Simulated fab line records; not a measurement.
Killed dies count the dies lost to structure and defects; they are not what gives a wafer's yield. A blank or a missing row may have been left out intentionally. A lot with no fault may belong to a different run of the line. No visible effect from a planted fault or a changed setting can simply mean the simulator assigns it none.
fab line records -- flow sky130
record lots=6, wafers=18, last-day=50
route steps=708 shown POLY_GATE@219
lots that met no fault: taken from a fault-free run of the same line
start-h: hours from the record's opening day to when the first of the lot's shown wafers began -- wait-h: time in hours since the lot's previous step -- " unchanged from the row above -- L1.1+2: one row covering several wafers at once -- - no value, or no start given -- * or withheld: withheld -- < > ~ a bound
route shown NAME@n: NAME is a module with steps in the file, n the number in the route of the first one -- usual: mean and standard deviation over wafers with no fault -- same: alike in all rows -- chamber/n: place in a boat -- sites: per-site readings -- _std_site: their standard deviation -- _edge_site: the outer-site mean with the inner-site mean subtracted -- radius-mm: how far each site lies from the wafer's centre -- mask NAME#n: copy n -- behind: the tool/chamber that last shaped the wafer -- hold: why the lot went on hold/how many hours it stayed there/how the hold came to an end -- device: the n, p or np transistor that did not switch -- end of line: at the end of the route, the tests of the same wafers -- a step with no rows: only its recipe -- killed: the dies lost at the first sort to structure and to defects; this is not the yield of the wafer -- map: per-die view of a wafer (x killed, . not killed, _ where there is no die)
set.NAME: the setting that was run; set.NAME@STEP: the one run at that earlier step -- model.NAME: the simulator's own value behind a step, which no gauge read
lots at selected steps of the route; one table per step, one row per wafer
services: the hour from which a tool's chamber was out of use, counted from the record's first day as start-h (under 0 if before that day), plus the number of hours and why
## steps
# step SKY_POLY_GATE_DEHYDRATE_05
# recipe temp-c=200, time-s=60
# step SKY_POLY_GATE_HMDS_06
# recipe prime-time-s=60, prime-temp-c=120
# step SKY_POLY_GATE_COAT_07
# recipe resist=BARC, temp-c=withheld, time-s=withheld, spin-rpm=3000, resist-thk-nm=110
# step SKY_POLY_GATE_COAT_08
# recipe resist=KrF-thick, spin-rpm=3000, resist-thk-nm=450
# step SKY_POLY_GATE_SOFTBAKE_09
# recipe temp-c=100, time-s=90, resist=KrF-thick
# step SKY_POLY_GATE_EXPOSE_10
# recipe mask-id=P1M, na=0.68, source-shape=conventional, sigma-outer=0.6, target-cd-nm=150, dose-mj=28
# step SKY_POLY_GATE_PEB_11
# recipe peb-temp-c=withheld, peb-time-s=withheld, resist=KrF-thick
# step SKY_POLY_GATE_DEVELOP_12
# recipe develop-time-s=60, resist=KrF-thick, dev-temp-c=21
# step SKY_POLY_GATE_CD_MEAS_13
# recipe target-cd-nm=150
# usual cd-nm=150.3/1.3
lot.wafer,tool,chamber,start-h,wait-h,cd-nm
L192.4,cd-sem-02,-,404.05,-,148.5
L192.5,cd-sem-02,-,404.05,-,148.2
L192.6,cd-sem-02,-,404.05,-,148.8
L196.1,cd-sem-02,-,432.84,-,151.7
L196.4,cd-sem-02,-,432.84,-,149.9
L196.6,cd-sem-02,-,432.84,-,151.4
L201.1,cd-sem-01,-,481.50,-,149.6
L201.4,cd-sem-01,-,481.50,-,150.0
L201.6,cd-sem-01,-,481.50,-,150.8
L203.1,cd-sem-02,-,496.35,-,149.5
L203.3,cd-sem-02,-,496.35,-,149.6
L203.6,cd-sem-02,-,496.35,-,150.5
L208.3,cd-sem-01,-,550.15,-,148.6
L208.4,cd-sem-01,-,550.15,-,148.0
L208.6,cd-sem-01,-,550.15,-,148.3
L211.1,cd-sem-02,-,576.55,-,148.5
L211.4,cd-sem-02,-,576.55,-,150.0
L211.5,cd-sem-02,-,576.55,-,151.1
# step SKY_POLY_GATE_OVL_MEAS_14
# usual POLY_GATE_OVL=0/5.1
lot.wafer,tool,chamber,start-h,wait-h,POLY_GATE_OVL[nm]
L192.4,overlay-02,-,404.13,0.1,9
L192.5,overlay-02,-,404.13,0.1,-3
L192.6,overlay-02,-,404.13,0.1,-5
L196.1,overlay-02,-,432.96,0.1,3
L196.4,overlay-02,-,432.96,0.1,4
L196.6,overlay-02,-,432.96,0.1,2
L201.1,overlay-01,-,481.62,0.1,-4
L201.4,overlay-01,-,481.62,0.1,-6
L201.6,overlay-01,-,481.62,0.1,-1
L203.1,overlay-02,-,496.47,0.1,-2
L203.3,overlay-02,-,496.47,0.1,-9
L203.6,overlay-02,-,496.47,0.1,4
L208.3,overlay-01,-,550.24,0.1,9
L208.4,overlay-01,-,550.24,0.1,5
L208.6,overlay-01,-,550.24,0.1,3
L211.1,overlay-02,-,576.67,0.1,-8
L211.4,overlay-02,-,576.67,0.1,-5
L211.5,overlay-02,-,576.67,0.1,-2
# step SKY_POLY_GATE_ETCH_15
# recipe chemistry=N2/H2, target=BARC, ion-energy-ev=200, source-w=500, bias-w=100, pressure-mtorr=30, n2-flow-sccm=100, h2-flow-sccm=200, stop-on=SiO2, time-s=118.5, target-depth-a=1100
# usual drypump-motor-current-A=5.6/0.46, oes-product-au=0.717/0.0042, rf-fwd-power-W=497.4/1.7, throttle-valve-pct=13.211/0.0094
lot.wafer,tool,chamber,start-h,wait-h,drypump-motor-current-A,oes-product-au,rf-fwd-power-W,rf-hours-counter-h,throttle-valve-pct
L192.4,rie-diel-04,2,404.15,0.0,5.7,0.716,495.0,108,13.211
L192.5,rie-diel-04,2,404.15,0.0,5.7,0.717,498.7,-,13.215
L192.6,rie-diel-04,1,404.15,0.0,5.6,0.725,497.8,-,13.187
L196.1,rie-diel-01,2,433.00,0.0,5.3,0.722,497.9,3,13.221
L196.4,rie-diel-01,3,433.00,0.0,6.3,0.720,495.4,10,13.210
L196.6,rie-diel-01,2,433.00,0.0,5.3,0.714,499.0,-,13.227
L201.1,rie-diel-04,3,481.66,0.0,5.3,0.722,493.6,47,13.216
L201.4,rie-diel-04,2,481.66,0.0,5.8,0.711,497.3,1,13.201
L201.6,rie-diel-04,3,481.66,0.0,5.3,0.715,495.1,-,13.199
L203.1,rie-diel-04,0,496.50,0.0,5.9,0.725,499.1,91,13.223
L203.3,rie-diel-04,2,496.50,0.0,5.7,0.718,495.8,1,13.221
L203.6,rie-diel-04,2,496.50,0.0,5.7,0.715,498.7,-,13.199
L208.3,rie-diel-02,0,550.27,0.0,4.9,0.725,499.4,4,13.209
L208.4,rie-diel-02,2,550.27,0.0,5.9,0.719,496.0,10,13.218
L208.6,rie-diel-02,1,550.27,0.0,6.5,0.720,496.9,-,13.214
L211.1,rie-diel-04,1,576.70,0.0,5.6,0.714,498.3,67,13.209
L211.4,rie-diel-04,3,576.70,0.0,5.3,0.721,495.6,-,13.207
L211.5,rie-diel-04,1,576.70,0.0,5.6,0.716,497.7,-,13.215
# step SKY_POLY_GATE_ETCH_16
# recipe stop-on=poly-Si, chemistry=CH3F/O2, target=Si3N4, source-w=400, bias-w=80, pressure-mtorr=25, ch3f-flow-sccm=40, O2_flow_sccm=30, time-s=147.5, target-depth-a=750
# usual drypump-motor-current-A=5.6/0.46, oes-product-au=0.639/0.005, rf-fwd-power-W=398.2/1.4, throttle-valve-pct=10.537/0.0088
lot.wafer,tool,chamber,start-h,wait-h,drypump-motor-current-A,oes-product-au,rf-fwd-power-W,rf-hours-counter-h,throttle-valve-pct
L192.4,rie-diel-04,2,404.23,0.0,5.7,0.639,399.2,108,10.541
L192.5,rie-diel-04,2,404.23,0.0,5.7,0.638,398.9,-,10.540
L192.6,rie-diel-04,1,404.23,0.0,5.6,0.637,396.8,-,10.536
L196.1,rie-diel-01,2,433.08,0.0,5.3,0.640,401.4,3,10.544
L196.4,rie-diel-01,3,433.08,0.0,6.3,0.631,398.3,10,10.531
L196.6,rie-diel-01,2,433.08,0.0,5.3,0.625,400.2,-,10.543
L201.1,rie-diel-04,3,481.74,0.0,5.3,0.639,396.4,47,10.545
L201.4,rie-diel-04,2,481.74,0.0,5.7,0.643,397.2,1,10.540
L201.6,rie-diel-04,3,481.74,0.0,5.3,0.646,399.3,-,10.537
L203.1,rie-diel-04,0,496.59,0.0,5.9,0.643,395.5,91,10.543
L203.3,rie-diel-04,2,496.59,0.0,5.7,0.639,398.0,1,10.539
L203.6,rie-diel-04,2,496.59,0.0,5.7,0.641,397.9,-,10.546
L208.3,rie-diel-02,0,550.35,0.0,5.0,0.644,399.5,4,10.535
L208.4,rie-diel-02,2,550.35,0.0,5.8,0.637,399.5,10,10.548
L208.6,rie-diel-02,1,550.35,0.0,6.5,0.639,398.8,-,10.546
L211.1,rie-diel-04,1,576.79,0.0,5.6,0.642,397.7,67,10.525
L211.4,rie-diel-04,3,576.79,0.0,5.2,0.638,398.1,-,10.544
L211.5,rie-diel-04,1,576.79,0.0,5.6,0.641,396.5,-,10.511
# step SKY_POLY_GATE_ETCH_17
# recipe target-depth-nm=180, stop-on=SiO2, over-etch-frac=0.56667, chemistry=HBr/Cl2, target=poly-Si, icp-w=400, bias-w=100, pressure-mtorr=10, HBr_flow_sccm=150, Cl2_flow_sccm=50, time-s=70.5
# usual drypump-motor-current-A=5.8/0.5, oes-product-au=0.982/0.0074, rf-fwd-power-W=396.4/1.4, throttle-valve-pct=33.684/0.0093
lot.wafer,tool,chamber,start-h,wait-h,drypump-motor-current-A,oes-product-au,rf-fwd-power-W,rf-hours-counter-h,throttle-valve-pct,model.POLY_GATE.feature-depth-nm,model.etch.depth-nm,model.KrF-thick_of_POLY_GATE_COAT_08.thk-nm
L192.4,rie-si-02,1,404.33,0.0,6.5,0.981,396.5,66,33.675,176.9,176.9,142.4
L192.5,rie-si-02,2,404.33,0.0,4.8,0.972,397.6,-,33.671,176.3,176.3,143.3
L192.6,rie-si-02,3,404.33,0.0,6.0,0.992,397.3,-,33.680,179.2,179.2,140.3
L196.1,rie-si-01,1,433.18,0.0,5.8,0.983,397.7,42,33.678,177.4,177.4,140.2
L196.4,rie-si-01,1,433.18,0.0,5.8,0.993,394.8,-,33.685,177.4,177.4,135.4
L196.6,rie-si-01,0,433.18,0.0,5.5,0.966,397.1,-,33.686,172.7,172.7,143.3
L201.1,rie-si-01,1,481.84,0.0,5.8,0.943,332.1,42,33.666,166.4,166.4,145.3
L201.4,rie-si-01,1,481.84,0.0,5.8,0.946,332.2,-,33.683,167.5,167.5,145.9
L201.6,rie-si-01,0,481.84,0.0,5.5,0.926,331.2,-,33.696,161.8,161.8,148
L203.1,rie-si-01,1,496.69,0.0,5.8,0.959,332.0,42,33.682,166.5,166.5,154.5
L203.3,rie-si-01,3,496.69,0.0,6.5,0.940,332.0,55,33.704,165.4,165.4,149.7
L203.6,rie-si-01,0,496.69,0.0,5.5,0.927,332.3,-,33.660,162.8,162.8,149.8
L208.3,rie-si-02,3,550.45,0.0,6.0,0.985,396.3,1,33.673,176,176,139.8
L208.4,rie-si-02,2,550.45,0.0,4.8,0.981,397.9,0,33.693,175.9,175.9,146.2
L208.6,rie-si-02,0,550.45,0.0,5.5,0.990,394.5,-,33.685,178.1,178.1,143.6
L211.1,rie-si-02,3,576.89,0.0,6.0,0.979,395.2,1,33.673,175.6,175.6,144.9
L211.4,rie-si-02,2,576.89,0.0,4.8,0.973,397.7,0,33.678,176,176,142
L211.5,rie-si-02,2,576.89,0.0,4.8,0.988,396.1,-,33.693,174.6,174.6,144.2
# step SKY_POLY_GATE_STRIP_18
# recipe chemistry=O2/N2, power-w=1400, pressure-mtorr=1500, platen-temp-c=withheld, o2-flow-sccm=3000, n2-flow-sccm=300, overash-fraction=0.5
# usual drypump-motor-current-A=5.84/0.21, oes-product-au=0.362/0.0051, strip-time-to-endpoint-s=3.19/0.038
lot.wafer,tool,chamber,start-h,wait-h,drypump-motor-current-A,oes-product-au,rf-hours-counter-h,strip-time-to-endpoint-s
L192.4,plasma-asher-03,1,404.42,0.1,6.24,0.363,-,3.19
L192.5,plasma-asher-03,0,404.42,0.1,5.58,0.360,-,3.21
L192.6,plasma-asher-03,1,404.42,0.1,6.25,0.368,-,3.18
L196.1,plasma-asher-04,0,433.24,0.0,5.94,0.366,30,3.18
L196.4,plasma-asher-04,0,433.24,0.0,5.94,0.354,-,3.11
L196.6,plasma-asher-04,1,433.24,0.0,5.93,0.370,-,3.21
L201.1,plasma-asher-03,0,481.92,0.1,5.62,0.365,69,3.23
L201.4,plasma-asher-03,1,481.92,0.1,6.25,0.373,-,3.23
L201.6,plasma-asher-03,1,481.92,0.1,6.25,0.358,-,3.26
L203.1,plasma-asher-01,1,496.74,0.0,5.75,0.369,6,3.33
L203.3,plasma-asher-01,0,496.74,0.0,5.63,0.367,-,3.27
L203.6,plasma-asher-01,1,496.74,0.0,5.73,0.361,-,3.28
L208.3,plasma-asher-04,0,550.54,0.1,5.93,0.363,-,3.17
L208.4,plasma-asher-04,1,550.54,0.1,5.91,0.368,-,3.25
L208.6,plasma-asher-04,0,550.54,0.1,5.95,0.358,-,3.21
L211.1,plasma-asher-01,1,576.94,0.0,5.76,0.369,14,3.22
L211.4,plasma-asher-01,0,576.94,0.0,5.62,0.355,-,3.18
L211.5,plasma-asher-01,0,576.94,0.0,5.59,0.360,-,3.22
## services
tool,chamber,start-h,hours,kind
rie-si-01,-,381.83,0.7,repair
rie-si-02,0,399.48,4.5,repair
rie-si-01,0,399.79,9.9,repair
rie-diel-04,1,409.43,2.5,repair
rie-diel-04,2,413.99,-,clean
rie-diel-04,2,413.99,17.2,scheduled-down
rie-diel-04,2,413.99,17.2,vent-cycle
plasma-asher-01,-,421.25,9.0,pm
rie-diel-04,0,428.31,2.7,repair
rie-diel-04,-,430.21,0.4,repair
rie-diel-02,2,444.63,2.4,repair
rie-diel-01,-,467.68,0.8,repair
rie-diel-02,2,468.38,12.5,repair
rie-si-01,3,470.94,20.7,repair
rie-si-01,2,481.47,1.9,repair
rie-diel-02,3,496.28,13.3,repair
rie-diel-04,0,502.88,-,clean
rie-diel-04,0,502.88,22.7,scheduled-down
rie-diel-04,0,502.88,22.7,vent-cycle
rie-diel-02,-,521.32,0.4,repair
plasma-asher-04,-,538.11,0.7,repair
rie-si-01,3,556.51,1.3,repair
plasma-asher-04,-,567.41,3.6,repair
rie-diel-04,0,572.51,9.0,repair
## key
first-sign step=SKY_POLY_GATE_ETCH_17, reading=rf-fwd-power-W, direction=down, sigmas=45, usual=396.4, struck=331.9
effect step=SKY_POLY_GATE_ETCH_17, reading=oes-product-au, direction=down, sigmas=5.7, usual=0.982, struck=0.940
model-effect step=SKY_POLY_GATE_ETCH_17, value=POLY_GATE.feature-depth-nm, without=178.8, struck=165.1
met-at SKY_POLY_GATE_ETCH_17
struck-wafers L201.1,L201.4,L201.6,L203.1,L203.3,L203.6
later-rows-left-out L201.6,L203.6
sort-left-out L201.1,L201.4,L201.6,L203.1,L203.3,L203.6
tester-left-out L201,L203
onset-between 433.18 481.84
fault kind=process-parameter-drift, tool=rie-si-01, chamber=-, onset-h=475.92, steps=SKY_POLY_GATE_ETCH_17, channel=icp-w, offset=-64, shape=step, end-h=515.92, acts-in=these-recipes-only, stated=400
# tester-left-out: of these lots the tester's yield and bins aren't shown, on N5 and GAA mostly nor the transistor test; their killed dies are dies lost to structure and defects alone, not to doping, threshold or leakage, so they don't give the yield
# sort-left-out: the simulated sort isn't trusted on such a fault, so these wafers' sort isn't shown, and their yield isn't known
# later-rows-left-out: the simulator's readings of these wafers behind a module that went badly wrong aren't trusted and aren't shown, but for the sort
